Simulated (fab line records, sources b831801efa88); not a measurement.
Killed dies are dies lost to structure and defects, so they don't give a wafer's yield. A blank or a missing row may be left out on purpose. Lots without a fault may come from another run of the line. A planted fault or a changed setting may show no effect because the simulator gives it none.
Which tool did it? | flow sky130 | 6 lots, 18 wafers sampled, at 1 step of a route of 708

WHAT THE GAUGES READ, wafer by wafer
SKY_LDD_HVP_TW_MEAS_10.
lot  | measured     | on            | LDD_HVP_TW
L793 | day 22 16:27 | film_metro-02 | 458.6 458.5 459.7
L796 | day 24 14:28 | film_metro-04 | 459.2 459.9 459.5
L798 | day 24 23:11 | film_metro-03 | 458.1 455.5 458.3
L802 | day 26 23:06 | film_metro-04 | 458.0 459.7 459.3
L805 | day 27 18:17 | film_metro-04 | 460.3 462.0 459.5
L811 | day 29 05:57 | film_metro-02 | 461.0 464.7 460.6

WHICH TOOL RAN EACH LOT (tool, then ch and the chambers of the sampled wafers, then the start)
The record holds no process step before these readings.

THE ANSWER, worked out from the rows above alone
Rule: what is usual is taken from the lots themselves. Put in order of their means at a reading, lots are off if they are a third of the lots or fewer, leave a main group of 4 or more, and stand apart from it by a gap of 3 or more times the standard deviation of the main group's means; of several such gaps the widest counts. A main group whose means are all the same, to the digits that the tables above print for the reading, isn't used. A lot without any number at a reading at which 4 lots or more have one is off too. The other lots that the step has rows for count as sound.
No lot is off at any reading shown: from this, nothing can be told.

WHAT THE SIMULATOR HAD PUT IN
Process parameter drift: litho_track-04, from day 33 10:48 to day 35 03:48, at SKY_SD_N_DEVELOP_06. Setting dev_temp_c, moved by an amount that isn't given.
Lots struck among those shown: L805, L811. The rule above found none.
